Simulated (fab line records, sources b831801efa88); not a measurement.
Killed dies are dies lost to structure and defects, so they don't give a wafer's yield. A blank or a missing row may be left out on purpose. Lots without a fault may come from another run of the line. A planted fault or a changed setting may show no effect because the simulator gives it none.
Which tool did it? | flow sky130 | 9 lots, 27 wafers sampled, at 6 steps of a route of 708

WHAT THE GAUGES READ, wafer by wafer
SKY_CAP2M_RS_MEAS_03: measures by four-point-probe.
lot  | measured     | on            | CAP2M_TIN_RS (ohm/sq)
L918 | day 41 11:46 | film_metro-03 | 6.96 6.95 6.94
L921 | day 41 13:05 | film_metro-03 | 6.94 6.82 6.85
L924 | day 41 14:07 | film_metro-04 | 6.97 6.97 6.96
L926 | day 42 09:14 | film_metro-04 | 6.91 6.92 6.93
L928 | day 43 12:05 | film_metro-04 | 6.95 7.00 6.94
L927 | day 43 13:05 | film_metro-02 | 8.36 8.24 8.29
L931 | day 44 12:07 | film_metro-02 | 8.36 8.25 8.25
L937 | day 45 18:59 | film_metro-04 | 7.03 6.88 6.88
L940 | day 45 18:51 | film_metro-02 | 6.94 6.83 6.88

SKY_CAP2M_THK_MEAS_04: measures by xrf.
lot  | measured     | on            | CAP2M_TIN_THK (nm)
L918 | day 41 11:53 | film_metro-03 | 200.8 200.3 202.4
L921 | day 41 13:11 | film_metro-03 | 200.6 205.0 203.7
L924 | day 41 14:14 | film_metro-04 | 198.6 199.1 198.5
L926 | day 42 09:21 | film_metro-04 | 200.8 198.9 198.9
L928 | day 43 12:13 | film_metro-04 | 199.8 197.9 198.5
L927 | day 43 13:13 | film_metro-02 | 167.5 169.0 169.1
L931 | day 44 12:14 | film_metro-02 | 168.5 169.3 169.7
L937 | day 45 19:05 | film_metro-04 | 198.4 202.1 202.5
L940 | day 45 18:58 | film_metro-02 | 201.8 205.5 204.4

WHICH TOOL RAN EACH LOT (tool, then ch and the chambers of the sampled wafers, then the start)
lot  | SKY_METAL3_STRIP_19                  | SKY_METAL4_SPUTTER_01        | SKY_CAP2M_CVD_00                | SKY_CAP2M_SPUTTER_02
L918 | plasma_asher-04 ch 0,1, day 40 08:33 | pvd_sputter-04, day 41 11:26 | pecvd-02 ch 1,2, day 41 11:34   | pvd_sputter-04, day 41 11:39
L921 | plasma_asher-01 ch 0,1, day 40 09:28 | pvd_sputter-04, day 41 12:44 | pecvd-02 ch 1,2, day 41 12:52   | pvd_sputter-02, day 41 12:57
L924 | plasma_asher-03 ch 0,1, day 40 10:17 | pvd_sputter-01, day 41 13:48 | pecvd-04 ch 0,1,2, day 41 13:56 | pvd_sputter-02, day 41 14:01
L926 | plasma_asher-01 ch 0,1, day 41 06:25 | pvd_sputter-01, day 42 08:55 | pecvd-01 ch 0,1,2, day 42 09:02 | pvd_sputter-04, day 42 09:07
L928 | plasma_asher-03 ch 0,1, day 42 09:20 | pvd_sputter-04, day 43 11:45 | pecvd-04 ch 1,2, day 43 11:53   | pvd_sputter-02, day 43 11:59
L927 | plasma_asher-03 ch 0,1, day 42 09:57 | pvd_sputter-03, day 43 12:46 | pecvd-01 ch 0,1,2, day 43 12:54 | pvd_sputter-04, day 43 12:59
L931 | plasma_asher-04 ch 0,1, day 43 10:23 | pvd_sputter-03, day 44 11:47 | pecvd-04 ch 0,1, day 44 11:55   | pvd_sputter-04, day 44 12:00
L937 | plasma_asher-03 ch 1, day 44 17:26   | pvd_sputter-04, day 45 18:38 | pecvd-02 ch 0,2, day 45 18:46   | pvd_sputter-03, day 45 18:51
L940 | plasma_asher-04 ch 0,1, day 44 17:37 | pvd_sputter-03, day 45 18:31 | pecvd-01 ch 0,2, day 45 18:38   | pvd_sputter-02, day 45 18:43
- SKY_METAL3_STRIP_19: strips in O2/N2.
- SKY_METAL4_SPUTTER_01: material TiN, target thk 20 nm, time 16.7 s.
- SKY_CAP2M_CVD_00: deposits SiO2, target thk 15.5 nm.
- SKY_CAP2M_SPUTTER_02: material TiN, target thk 200 nm, time 166.7 s.

WHAT THE TOOLS THEMSELVES READ (means of the sampled wafers that have a number; where no wafer has one, the mark that the record gives instead)
SKY_METAL3_STRIP_19.
lot  | tool            | drypump_motor_current_A (A) | oes_product_au (a.u.) | strip_time_to_endpoint_s (s)
L918 | plasma_asher-04 | 5.73                        | 0.501                 | 6.49
L921 | plasma_asher-01 | 5.80                        | 0.508                 | 6.69
L924 | plasma_asher-03 | 5.52                        | 0.509                 | 6.58
L926 | plasma_asher-01 | 5.80                        | 0.503                 | 6.53
L928 | plasma_asher-03 | 5.54                        | 0.490                 | 6.33
L927 | plasma_asher-03 | 5.76                        | 0.497                 | 6.45
L931 | plasma_asher-04 | 5.72                        | 0.500                 | 6.51
L937 | plasma_asher-03 | 5.28                        | 0.495                 | 6.50
L940 | plasma_asher-04 | 5.87                        | 0.501                 | 6.56

SKY_METAL4_SPUTTER_01.
lot  | tool           | throttle_valve_pct (%)
L918 | pvd_sputter-04 | 29.4
L921 | pvd_sputter-04 | 29.9
L924 | pvd_sputter-01 | 28.8
L926 | pvd_sputter-01 | 29.1
L928 | pvd_sputter-04 | 29.7
L927 | pvd_sputter-03 | 30.8
L931 | pvd_sputter-03 | 30.7
L937 | pvd_sputter-04 | 29.9
L940 | pvd_sputter-03 | 29.2

SKY_CAP2M_CVD_00.
lot  | tool     | heater_power_w (W) | susceptor_temp_C (C)
L918 | pecvd-02 | 675                | 399.78
L921 | pecvd-02 | 699                | 399.80
L924 | pecvd-04 | 762                | 400.21
L926 | pecvd-01 | 751                | 400.17
L928 | pecvd-04 | 774                | 399.84
L927 | pecvd-01 | 698                | 400.15
L931 | pecvd-04 | 800                | 400.02
L937 | pecvd-02 | 748                | 399.85
L940 | pecvd-01 | 722                | 399.80

SKY_CAP2M_SPUTTER_02.
lot  | tool           | susceptor_temp_C (C) | throttle_valve_pct (%)
L918 | pvd_sputter-04 | 299.75               | 29.8
L921 | pvd_sputter-02 | 300.03               | 30.9
L924 | pvd_sputter-02 | 299.85               | 30.4
L926 | pvd_sputter-04 | 299.99               | 30.9
L928 | pvd_sputter-02 | 300.02               | 30.1
L927 | pvd_sputter-04 | -                    | 30.9
L931 | pvd_sputter-04 | -                    | 30.4
L937 | pvd_sputter-03 | 300.16               | 30.8
L940 | pvd_sputter-02 | 299.82               | 30.8

THE ANSWER, worked out from the rows above alone
Rule: what is usual is taken from the lots themselves. Put in order of their means at a reading, lots are off if they are a third of the lots or fewer, leave a main group of 4 or more, and stand apart from it by a gap of 3 or more times the standard deviation of the main group's means; of several such gaps the widest counts. A main group whose means are all the same, to the digits that the tables above print for the reading, isn't used. A lot without any number at a reading at which 4 lots or more have one is off too. The other lots that the step has rows for count as sound. The gauges are gone through in route order, then the tools' own readings, and for those a lot's mean is taken as printed above. The first step at which some lot is off is used, and at that step the reading that is off furthest; a lot without a number counts as furthest.
Off: L927, L931, at SKY_CAP2M_RS_MEAS_03 (CAP2M_TIN_RS). The main group: mean 6.93 ohm/sq, standard deviation 0.035.
A tool fits if, at a process step before that reading, it ran every lot that is off, and no sound lot after the first of them. The gauges at SKY_CAP2M_RS_MEAS_03 aren't tried: what is off there is off at SKY_CAP2M_SPUTTER_02 too, on other tools, and a gauge's error can't cause that. One fits: pvd_sputter-04 at SKY_CAP2M_SPUTTER_02. Its last sound lot is L926 (day 42 09:07), its first lot that is off L927 (day 43 12:59): a fault that began between those two fits.
Blank at SKY_CAP2M_SPUTTER_02 on the lots that are off, where sound lots have numbers: susceptor_temp_C.

WHAT THE SIMULATOR HAD PUT IN
Process parameter drift: pvd_sputter-04, from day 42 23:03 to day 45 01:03, at SKY_CAP2M_SPUTTER_02. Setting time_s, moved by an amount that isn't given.
Lots struck among those shown: L927, L931. The rule above found the same.
